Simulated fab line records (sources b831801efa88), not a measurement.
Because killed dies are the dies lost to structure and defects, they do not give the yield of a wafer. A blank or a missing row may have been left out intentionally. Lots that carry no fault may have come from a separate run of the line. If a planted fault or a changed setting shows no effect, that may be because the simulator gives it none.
fab line records    flow sky130    part 1 of 2: steps 1 to 29 of 42
[record] lots = 5  wafers = 15  lastDay = 50
route steps=708 shown FIELD_ISO@12 NWELL@32 DNWELL@35 PWDE@45
lots that met no fault: taken from a fault-free run of the same line
startH: hours from the record's first day to the start of the lot's first wafer shown    waitH: hours from the lot's prior step to this one    " unchanged from the row above    L1.1+2: a row that stands for several wafers    - value missing, or start not given    * or withheld: withheld    < > ~ a bound
route shown NAME@n: a module of which the file shows steps, and the number in the route of the first    usual: mean and standard deviation over wafers with no fault    same: alike in all rows    chamber/n: place in a boat    sites: readings site by site    _std_site: their standard deviation    _edge_site: inner sites' mean taken away from outer sites' mean    radiusMm: how far each site lies from the wafer's centre    mask NAME#n: copy n    behind: tool/chamber where the wafer was last shaped    hold: cause of the lot's hold/its duration in hours/its outcome    device: transistor that didn't switch, given as n, p or np    end of line: tests of these same wafers at the route's end    for a step that has no rows: nothing shown but its recipe    killed: at the first sort, the dies lost to defects and structure; wafer yield is something else    map: a wafer's dies, x killed, . not, _ none there
set.NAME: the setting that was run; set.NAME@STEP: the one run at that earlier step    model.NAME: the simulator's own value behind a step, which no gauge read
certain route steps with their lots: each step a table, each wafer a row
services: a tool's chamber out of use, with start hour (startH, from the record's first day; less than 0 if before it), hours out, and reason
[[steps]]
[step SKY_FIELD_ISO_PEB_11]
[recipe] pebTempC = withheld  pebTimeS = withheld  resist = KrF-thick
lot.wafer   tool           chamber  startH  waitH
L086.2+4+6  lithoTrack-04  0        -       -
L087.1+3+4  lithoTrack-02  0        -       -
L089.1+3+4  lithoTrack-02  0        -       -
L094.3+4+5  lithoTrack-02  0        -       -
L096.3+4+6  lithoTrack-02  0        -       -
[step SKY_FIELD_ISO_DEVELOP_12]
[recipe] developTimeS = 60  resist = KrF-thick  devTempC = 21
lot.wafer   tool           chamber  startH  waitH
L086.2+4+6  lithoTrack-04  0        -       -
L087.1+3+4  lithoTrack-02  0        -       -
L089.1+3+4  lithoTrack-02  0        -       -
L094.3+4+5  lithoTrack-02  0        -       -
L096.3+4+6  lithoTrack-02  0        -       -
[step SKY_FIELD_ISO_CD_MEAS_13]
[recipe] targetCdNm = 150
[usual] cdNm = 150.3/1.4
lot.wafer  tool      chamber  startH  waitH  cdNm
L086.2     cdSem-02  -        107.29  -      150.3
L086.4     "         -        "       "      150.5
L086.6     "         -        "       "      151.5
L087.1     cdSem-01  -        107.52  -      150.0
L087.3     "         -        "       "      152.0
L087.4     "         -        "       "      151.1
L089.1     cdSem-01  -        112.72  -      148.2
L089.3     "         -        "       "      147.9
L089.4     "         -        "       "      147.9
L094.3     cdSem-02  -        135.06  -      152.9
L094.4     "         -        "       "      151.0
L094.5     "         -        "       "      150.6
L096.3     cdSem-01  -        145.81  -      150.1
L096.4     "         -        "       "      149.9
L096.6     "         -        "       "      149.3
[step SKY_FIELD_ISO_ETCH_14]
[recipe] chemistry = N2/H2  target = BARC  ionEnergyEv = 200  sourceW = 500  biasW = 100  pressureMtorr = 30  n2FlowSccm = 100  h2FlowSccm = 200  stopOn = SiO2  timeS = 45.9  targetDepthA = 600
[usual] drypumpMotorCurrentA = 5.9/0.38  n2FlowSccm = 100.0/0.31  oesProductAu = 0.854/0.0049  throttleValvePct = 13.226/0.0094
lot.wafer  tool        chamber  startH  waitH  drypumpMotorCurrentA  n2FlowSccm  oesProductAu  rfHoursCounterH  throttleValvePct
L086.2     rieDiel-03  3        107.39  0.1    5.8                   100.0       0.857         13               13.226
L086.4     "           2        "       "      6.3                   100.3       0.861         2                13.201
L086.6     "           0        "       "      5.1                   100.3       0.854         -                13.224
L087.1     rieDiel-02  2        107.64  0.1    6.1                   99.9        0.860         50               13.233
L087.3     "           0        "       "      5.9                   100.4       0.854         2                13.230
L087.4     "           1        "       "      5.3                   100.0       0.851         1                13.217
L089.1     rieDiel-02  2        112.84  0.1    6.1                   100.0       0.853         50               13.226
L089.3     "           3        "       "      6.3                   99.5        0.863         150              13.231
L089.4     "           0        "       "      5.9                   99.9        0.863         3                13.239
L094.3     rieDiel-02  0        135.14  0.1    5.9                   100.3       0.861         3                13.227
L094.4     "           3        "       "      6.3                   99.7        0.855         150              13.205
L094.5     "           2        "       "      6.2                   100.5       0.853         -                13.228
L096.3     rieDiel-03  2        145.89  0.1    6.2                   100.2       0.850         3                13.228
L096.4     "           0        "       "      5.1                   100.2       0.850         106              13.235
L096.6     "           1        "       "      5.6                   99.8        0.853         -                13.214
[step SKY_FIELD_ISO_ETCH_15]
[recipe] chemistry = CHF3/O2  targetDepthNm = 180  stopOn = Si  sourceW = 600  biasW = 200  pressureMtorr = 40  chf3FlowSccm = 50  O2_flow_sccm = 5  timeS = 72
[usual] O2_flow_sccm = 4.998/0.016  drypumpMotorCurrentA = 5.8/0.38  oesProductAu = 0.943/0.0053  throttleValvePct = 8.844/0.0096
lot.wafer  tool        chamber  startH  waitH  O2_flow_sccm  drypumpMotorCurrentA  oesProductAu  rfHoursCounterH  throttleValvePct
L086.2     rieDiel-03  3        107.43  0.0    5.006         5.9                   0.943         13               8.843
L086.4     "           2        "       "      4.997         6.3                   0.939         2                8.836
L086.6     "           0        "       "      4.970         5.1                   0.946         -                8.835
L087.1     rieDiel-02  2        107.68  0.0    4.981         6.1                   0.948         50               8.853
L087.3     "           0        "       "      4.980         5.9                   0.943         2                8.835
L087.4     "           1        "       "      5.023         5.3                   0.941         1                8.847
L089.1     rieDiel-02  2        112.88  0.0    4.972         6.1                   0.948         50               8.850
L089.3     "           3        "       "      5.000         6.3                   0.946         150              8.833
L089.4     "           0        "       "      5.019         5.9                   0.940         3                8.841
L094.3     rieDiel-02  0        135.18  0.0    4.974         5.9                   0.940         3                8.849
L094.4     "           3        "       "      4.960         6.3                   0.947         150              8.870
L094.5     "           2        "       "      5.021         6.1                   0.952         -                8.857
L096.3     rieDiel-03  2        145.93  0.0    4.995         6.2                   0.939         3                8.833
L096.4     "           0        "       "      4.994         5.1                   0.951         106              8.836
L096.6     "           1        "       "      5.008         5.6                   0.928         -                8.835
[step SKY_FIELD_ISO_STRIP_16]
[recipe] chemistry = O2/N2  powerW = 1400  pressureMtorr = 1500  platenTempC = withheld  o2FlowSccm = 3000  n2FlowSccm = 300  overashFraction = 0.5
[usual] drypumpMotorCurrentA = 6.0/0.38  n2FlowSccm = 300.1/0.9  oesProductAu = 0.378/0.0054  stripTimeToEndpointS = 3.54/0.04
[same] overashFraction = 0.5
lot.wafer  tool            chamber  startH  waitH  drypumpMotorCurrentA  n2FlowSccm  oesProductAu  rfHoursCounterH  stripTimeToEndpointS
L086.2     plasmaAsher-03  1        107.49  0.0    6.1                   300.5       0.389         41               3.56
L086.4     "               1        "       "      6.0                   298.7       0.381         -                3.54
L086.6     "               0        "       "      6.4                   299.7       0.374         -                3.57
L087.1     plasmaAsher-01  0        107.74  0.0    6.4                   299.9       0.382         43               3.58
L087.3     "               1        "       "      5.9                   300.0       0.381         -                3.54
L087.4     "               0        "       "      6.4                   300.1       0.375         -                3.56
L089.1     plasmaAsher-01  0        112.94  0.0    6.4                   299.8       0.382         44               3.56
L089.3     "               1        "       "      5.9                   301.2       0.374         -                3.61
L089.4     "               0        "       "      6.4                   298.9       0.382         -                3.57
L094.3     plasmaAsher-04  0        135.27  0.1    5.3                   299.1       0.382         -                3.61
L094.4     "               1        "       "      5.9                   299.3       0.388         -                3.64
L094.5     "               0        "       "      5.3                   298.5       0.372         -                3.63
L096.3     plasmaAsher-04  1        146.02  0.1    5.8                   300.5       0.384         -                3.56
L096.4     "               0        "       "      5.2                   298.0       0.382         -                3.57
L096.6     "               0        "       "      5.3                   299.4       0.368         -                3.53
[step SKY_FIELD_ISO_ETCH_17]
[recipe] targetDepthA = 3420  maskMaterial = Si3N4  chemistry = HBr/Cl2/O2  target = Si  taperDeg = 5  icpW = 600  biasW = 150  pressureMtorr = 15  HBr_flow_sccm = 150  Cl2_flow_sccm = 40  O2_flow_sccm = 6  timeS = 97.7
[usual] O2_flow_sccm = 6.001/0.019  drypumpMotorCurrentA = 5.7/0.5  heBacksideLeakSccm = 2.64/0.27  oesProductAu = 1.005/0.011  throttleValvePct = 25.653/0.012
lot.wafer  tool      chamber  startH  waitH  O2_flow_sccm  drypumpMotorCurrentA  heBacksideLeakSccm  oesProductAu  rfHoursCounterH  throttleValvePct
L086.2     rieSi-02  0        107.59  0.1    6.012         5.3                   2.55                1.013         1                25.641
L086.4     "         3        "       "      6.015         6.4                   2.53                1.008         57               25.638
L086.6     "         0        "       "      6.011         5.3                   2.57                0.998         -                25.644
L087.1     rieSi-01  0        107.84  0.1    5.983         4.9                   2.38                1.023         38               25.645
L087.3     "         2        "       "      6.025         5.8                   2.80                0.998         51               25.666
L087.4     "         1        "       "      5.979         5.1                   2.67                1.007         1                25.672
L089.1     rieSi-01  0        113.04  0.1    6.016         4.9                   2.22                1.027         38               25.641
L089.3     "         3        "       "      5.998         6.1                   3.10                1.004         90               25.662
L089.4     "         1        "       "      6.012         5.1                   2.55                1.014         1                25.647
L094.3     rieSi-02  3        135.34  0.0    6.016         6.4                   2.39                1.011         58               25.648
L094.4     "         2        "       "      6.010         5.5                   2.30                0.987         1                25.662
L094.5     "         1        "       "      5.991         6.1                   2.88                0.985         -                25.650
L096.3     rieSi-02  3        146.09  0.0    5.978         6.4                   2.59                1.021         58               25.649
L096.4     "         0        "       "      5.976         5.3                   2.80                1.006         2                25.650
L096.6     "         0        "       "      5.967         5.3                   2.76                1.020         -                25.648
[step SKY_FIELD_ISO_WET_ETCH_18]
[recipe] chemistry = H3PO4  targetDepthNm = 25  tempC = 160  target = Si3N4  timeS = 286
lot.wafer   tool         chamber  startH  waitH
L086.2+4+6  wetBench-02  0        107.66  0.0
L087.1+3+4  wetBench-04  0        107.91  0.0
L089.1+3+4  wetBench-04  2        113.11  0.0
L094.3+4+5  wetBench-02  1        135.41  0.0
L096.3+4+6  wetBench-03  3        146.16  0.0
[step SKY_FIELD_ISO_CLEAN_19]
[recipe] chemistry = SC1/SC2  mix = 1:4:20  tempC = 70  timeS = 150
lot.wafer   tool         chamber  startH  waitH
L086.2+4+6  wetBench-04  2        107.74  0.0
L087.1+3+4  wetBench-03  3        108.00  0.0
L089.1+3+4  wetBench-02  1        113.20  0.0
L094.3+4+5  wetBench-03  0        135.50  0.0
L096.3+4+6  wetBench-04  2        146.26  0.0
[step SKY_FIELD_ISO_CLEAN_20]
[recipe] chemistry = dHF  timeS = 20  dilution = 100:1
lot.wafer   tool         chamber  startH  waitH
L086.2+4+6  wetBench-03  1        107.79  0.0
L087.1+3+4  wetBench-02  1        108.05  0.0
L089.1+3+4  wetBench-03  3        113.25  0.0
L094.3+4+5  wetBench-04  1        135.55  0.0
L096.3+4+6  wetBench-03  2        146.31  0.0
[step SKY_FIELD_ISO_WET_ETCH_21]
[recipe] chemistry = dHF  dilution = 100:1  targetDepthNm = 20  dry = ipaMarangoni  target = SiO2  tempC = 25  timeS = 400
lot.wafer   tool         chamber  startH  waitH
L086.2+4+6  wetBench-02  2        107.81  0.0
L087.1+3+4  wetBench-04  3        108.06  0.0
L089.1+3+4  wetBench-04  2        113.26  0.0
L094.3+4+5  wetBench-02  3        135.57  0.0
L096.3+4+6  wetBench-04  1        146.32  0.0
[step SKY_FIELD_ISO_OXIDATION_22]
[recipe] tempC = 950  ambient = O2  stabiliseS = 600  purgeS = 300  targetThkA = 100  oxTimeS = 623
[usual] tubeCenterTempC = 950/0.093
[same] stabiliseS = 600
lot.wafer  tool        chamber  startH  waitH  tubeCenterTempC
L086.2     furnace-01  0        107.93  0.0    950.02
L086.4     "           0        "       "      950.04
L086.6     "           0        "       "      949.98
L087.1     furnace-02  0        108.18  0.0    949.81
L087.3     "           0        "       "      950
L087.4     "           0        "       "      950.12
L089.1     furnace-02  0        114.95  1.6    950.05
L089.3     "           0        "       "      950.03
L089.4     "           0        "       "      950.07
L094.3     furnace-01  0        136.18  0.5    949.94
L094.4     "           0        "       "      950.12
L094.5     "           0        "       "      949.97
L096.3     furnace-02  0        146.44  0.0    950.11
L096.4     "           0        "       "      949.96
L096.6     "           0        "       "      950.05
[step SKY_FIELD_ISO_THK_MEAS_23]
[recipe] reads = SiO2_of_FIELD_ISO_OXIDATION_22
[usual] FIELD_ISO_OXIDATION_01_THK = 10.01/0.24
lot.wafer  tool          chamber  startH  waitH  FIELD_ISO_OXIDATION_01_THK[nm]
L086.2     filmMetro-01  -        109.11  0.0    10.14
L086.4     "             -        "       "      9.95
L086.6     "             -        "       "      10.14
L087.1     filmMetro-04  -        109.36  0.0    10.29
L087.3     "             -        "       "      10.38
L087.4     "             -        "       "      9.95
L089.1     filmMetro-03  -        116.15  0.0    10.24
L089.3     "             -        "       "      10.23
L089.4     "             -        "       "      10.26
L094.3     filmMetro-01  -        137.37  0.0    9.78
L094.4     "             -        "       "      9.68
L094.5     "             -        "       "      9.75
L096.3     filmMetro-01  -        147.63  0.0    9.94
L096.4     "             -        "       "      9.97
L096.6     "             -        "       "      10.15
[step SKY_FIELD_ISO_CVD_24]
[recipe] material = SiO2  targetThkNm = 595  tempC = 650  sigmaOpenFrac = 0.3  timeS = 99.2  sih4FlowSccm = 60  pressureMtorr = 6
lot.wafer   tool       chamber  startH  waitH
L086.2+4+6  hdpcvd-02  1,0,1    109.16  0.0
L087.1+3+4  hdpcvd-01  1,0,1    109.42  0.1
L089.1+3+4  hdpcvd-02  1,0,0    116.21  0.1
L094.3+4+5  hdpcvd-02  2,1,2    137.41  0.0
L096.3+4+6  hdpcvd-01  2,2,1    147.67  0.0
[step SKY_FIELD_ISO_THK_MEAS_25]
[recipe] reads = SiO2_of_FIELD_ISO_CVD_24
[usual] FIELD_ISO_CVD_24_THK = 594/5.8
lot.wafer  tool          chamber  startH  waitH  FIELD_ISO_CVD_24_THK[nm]
L086.2     filmMetro-03  -        109.24  0.0    595
L086.4     "             -        "       "      596
L086.6     "             -        "       "      602
L087.1     filmMetro-01  -        109.49  0.0    585
L087.3     "             -        "       "      590
L087.4     "             -        "       "      585
L089.1     filmMetro-04  -        116.28  0.0    598
L089.3     "             -        "       "      594
L089.4     "             -        "       "      591
L094.3     filmMetro-01  -        137.50  0.1    587
L094.4     "             -        "       "      588
L094.5     "             -        "       "      601
L096.3     filmMetro-04  -        147.77  0.1    594
L096.4     "             -        "       "      590
L096.6     "             -        "       "      578
[step SKY_FIELD_ISO_ANNEAL_26]
[recipe] tempC = 1000  timeS = 1800  ambient = N2
[usual] tubeCenterTempC = 1000/0.09
lot.wafer  tool        chamber  startH  waitH  tubeCenterTempC
L086.2     furnace-02  0        109.36  0.1    1000.1
L086.4     "           0        "       "      1000
L086.6     "           0        "       "      1000.1
L087.1     furnace-01  0        110.27  0.8    1000
L087.3     "           0        "       "      1000.1
L087.4     "           0        "       "      1000
L089.1     furnace-02  0        117.64  1.3    999.83
L089.3     "           0        "       "      1000.1
L089.4     "           0        "       "      999.94
L094.3     furnace-02  0        137.54  0.0    1000
L094.4     "           0        "       "      999.91
L094.5     "           0        "       "      1000
L096.3     furnace-01  0        148.43  0.6    1000.1
L096.4     "           0        "       "      999.94
L096.6     "           0        "       "      1000.1
[step SKY_FIELD_ISO_CMP_27]
[recipe] stopOn = Si3N4  tOverpolishS = 16  downForcePsi = 4  platenRpm = 60  targetThkNm = 457.8  padVelocityMS = 0.94248
[usual] motorCurrentA = 12.8/0.96  overpolishRunS = 16.001/0.0091  slurryFilterDpKPa = 13.49/0.15  timeToEndpointS = 108/4.1
lot.wafer  tool    chamber  startH  waitH  motorCurrentA  overpolishRunS  slurryFilterDpKPa  timeToEndpointS
L086.4     cmp-01  2        110.96  0.1    12.3           15.984          13.40              103
L086.2     "       3        "       "      13.2           15.987          13.77              100
L086.6     "       0        "       "      13.4           15.989          13.40              109
L087.3     cmp-02  1        111.82  0.1    11.0           15.996          13.64              110
L087.1     "       2        "       "      12.8           16.003          13.63              106
L087.4     "       3        "       "      13.7           16.012          13.65              110
L089.1     cmp-01  2        119.14  0.0    12.4           15.988          13.60              98
L089.4     "       3        "       "      12.5           15.990          13.69              104
L089.3     "       1        "       "      14.4           16.004          13.69              100
L094.3     cmp-02  0        139.04  0.0    11.6           15.988          13.81              109
L094.4     "       3        "       "      14.3           15.986          13.38              117
L094.5     "       1        "       "      10.9           16.004          13.74              116
L096.4     cmp-01  2        150.03  0.1    12.6           15.999          13.72              109
L096.3     "       3        "       "      13.3           16.008          13.56              111
L096.6     "       0        "       "      13.1           16.000          13.47              112
[step SKY_FIELD_ISO_WET_ETCH_28]
[recipe] chemistry = dHF  targetDepthNm = 23.7  target = SiO2  dilution = 10:1  tempC = 25  timeS = 47
lot.wafer   tool         chamber  startH  waitH
L086.2+4+6  wetBench-02  2        111.16  0.1
L087.1+3+4  wetBench-03  3        112.07  0.1
L089.1+3+4  wetBench-04  1        119.44  0.2
L094.3+4+5  wetBench-02  0        139.34  0.2
L096.3+4+6  wetBench-03  0        150.23  0.1
[step SKY_FIELD_ISO_WET_ETCH_29]
[recipe] chemistry = H3PO4  targetDepthNm = 160  target = Si3N4  tempC = 160  timeS = 1825
lot.wafer   tool         chamber  startH  waitH
L086.2+4+6  wetBench-03  2        111.18  0.0
L087.1+3+4  wetBench-04  1        112.09  0.0
L089.1+3+4  wetBench-04  3        119.46  0.0
L094.3+4+5  wetBench-04  3        139.36  0.0
L096.3+4+6  wetBench-04  3        150.25  0.0
[step SKY_FIELD_ISO_WET_ETCH_30]
[recipe] chemistry = dHF  targetDepthNm = 25  target = SiO2  dilution = 10:1  tempC = 25  timeS = 50
lot.wafer   tool         chamber  startH  waitH
L086.2+4+6  wetBench-04  0        111.69  0.0
L087.1+3+4  wetBench-02  3        112.61  0.0
L089.1+3+4  wetBench-03  2        119.97  0.0
L094.3+4+5  wetBench-02  3        139.88  0.0
L096.3+4+6  wetBench-02  0        150.76  0.0
[step SKY_NWELL_CLEAN_00]
[recipe] chemistry = SC1/SC2  mix = 1:4:20  tempC = 70  timeS = 150  dry = n2Spin
lot.wafer   tool         chamber  startH  waitH
L086.2+4+6  wetBench-02  2        111.71  0.0
L087.1+3+4  wetBench-03  0        112.63  0.0
L089.1+3+4  wetBench-04  0        120.00  0.0
L094.3+4+5  wetBench-03  2        139.90  0.0
L096.3+4+6  wetBench-03  2        150.79  0.0
[step SKY_NWELL_OXIDATION_01]
[recipe] tempC = 900  ambient = O2  stabiliseS = 600  purgeS = 300  targetThkA = 100  oxTimeS = 1418
[usual] tubeCenterTempC = 900/0.075
[same] stabiliseS = 600
lot.wafer  tool        chamber  startH  waitH  tubeCenterTempC
L086.2     furnace-01  0        114.69  2.9    900.01
L086.4     "           0        "       "      899.95
L086.6     "           0        "       "      900
L087.1     furnace-01  0        114.69  2.0    899.93
L087.3     "           0        "       "      900.06
L087.4     "           0        "       "      899.88
L089.1     furnace-01  0        121.61  1.6    899.99
L089.3     "           0        "       "      900.03
L089.4     "           0        "       "      899.95
L094.3     furnace-01  0        139.96  0.0    900.03
L094.4     "           0        "       "      899.97
L094.5     "           0        "       "      900.11
L096.3     furnace-02  0        151.54  0.7    900.04
L096.4     "           0        "       "      900.02
L096.6     "           0        "       "      899.94
[step SKY_NWELL_THK_MEAS_02]
[recipe] reads = SiO2_of_NWELL_OXIDATION_01
[usual] NWELL_OXIDATION_THK = 9.96/0.2
lot.wafer  tool          chamber  startH  waitH  NWELL_OXIDATION_THK[nm]
L087.1     filmMetro-04  -        116.09  0.0    9.94
L087.3     "             -        "       "      9.99
L087.4     "             -        "       "      10.13
L086.2     filmMetro-03  -        116.10  0.0    9.81
L086.4     "             -        "       "      9.95
L086.6     "             -        "       "      10.01
L089.1     filmMetro-02  -        123.00  0.0    9.68
L089.3     "             -        "       "      9.72
L089.4     "             -        "       "      9.92
L094.3     filmMetro-02  -        141.37  0.0    9.75
L094.4     "             -        "       "      9.75
L094.5     "             -        "       "      9.85
L096.3     filmMetro-02  -        152.96  0.0    10.10
L096.4     "             -        "       "      10.17
L096.6     "             -        "       "      10.17
[step SKY_DNWELL_DEHYDRATE_00]
[recipe] tempC = 200  timeS = 60
lot.wafer   tool           chamber  startH  waitH
L087.1+3+4  lithoTrack-03  0        123.53  7.4
L086.2+4+6  lithoTrack-04  0        123.79  7.7
L089.1+3+4  lithoTrack-01  0        132.36  9.3
L094.3+4+5  lithoTrack-01  0        150.86  9.5
L096.3+4+6  lithoTrack-03  0        161.98  9.0
[step SKY_DNWELL_HMDS_01]
[recipe] primeTimeS = 60  primeTempC = 120
lot.wafer   tool           chamber  startH  waitH
L087.1+3+4  lithoTrack-03  0        123.68  0.1
L086.2+4+6  lithoTrack-04  0        123.94  0.1
L089.1+3+4  lithoTrack-01  0        132.51  0.1
L094.3+4+5  lithoTrack-01  0        151.01  0.1
L096.3+4+6  lithoTrack-03  0        162.13  0.1
[step SKY_DNWELL_COAT_02]
[recipe] spinRpm = 2000  resistThkNm = 3000
lot.wafer   tool           chamber  startH  waitH
L087.1+3+4  lithoTrack-03  0        123.83  0.1
L086.2+4+6  lithoTrack-04  0        124.09  0.1
L089.1+3+4  lithoTrack-01  0        132.66  0.1
L094.3+4+5  lithoTrack-01  0        151.16  0.1
L096.3+4+6  lithoTrack-03  0        162.28  0.1
[step SKY_DNWELL_SOFTBAKE_03]
[recipe] tempC = 110  timeS = withheld
lot.wafer   tool           chamber  startH  waitH
L087.1+3+4  lithoTrack-03  0        123.98  0.1
L086.2+4+6  lithoTrack-04  0        124.25  0.1
L089.1+3+4  lithoTrack-01  0        132.81  0.1
L094.3+4+5  lithoTrack-01  0        151.33  0.1
L096.3+4+6  lithoTrack-03  0        162.45  0.1
[step SKY_DNWELL_EXPOSE_04]
[recipe] maskId = DNM  na = 0.57  targetCdNm = 3000  doseMj = 222
[usual] focusOffsetNm = -0.2/0.53
lot.wafer  tool             chamber  startH  waitH  mask   focusOffsetNm
L087.1     ilineStepper-02  0        -       -      DNM#0  0.5
L087.3     "                0        "       "      DNM#0  0.4
L087.4     "                0        "       "      DNM#0  1.0
L086.2     ilineStepper-01  0        -       -      DNM#0  -0.7
L086.4     "                0        "       "      DNM#0  0.1
L086.6     "                0        "       "      DNM#0  -0.5
L089.1     ilineStepper-02  0        -       -      DNM#0  -1.4
L089.3     "                0        "       "      DNM#0  -1.1
L089.4     "                0        "       "      DNM#0  -0.6
L094.3     ilineStepper-01  0        -       -      DNM#0  0.4
L094.4     "                0        "       "      DNM#0  -0.2
L094.5     "                0        "       "      DNM#0  0.6
L096.3     ilineStepper-02  0        -       -      DNM#0  0.2
L096.4     "                0        "       "      DNM#0  -0.7
L096.6     "                0        "       "      DNM#0  -1.0
[step SKY_DNWELL_PEB_05]
[recipe] tempC = 115  timeS = withheld
lot.wafer   tool           chamber  startH  waitH
L087.1+3+4  lithoTrack-03  0        -       -
L086.2+4+6  lithoTrack-04  0        -       -
L089.1+3+4  lithoTrack-01  0        -       -
L094.3+4+5  lithoTrack-01  0        -       -
L096.3+4+6  lithoTrack-01  0        -       -
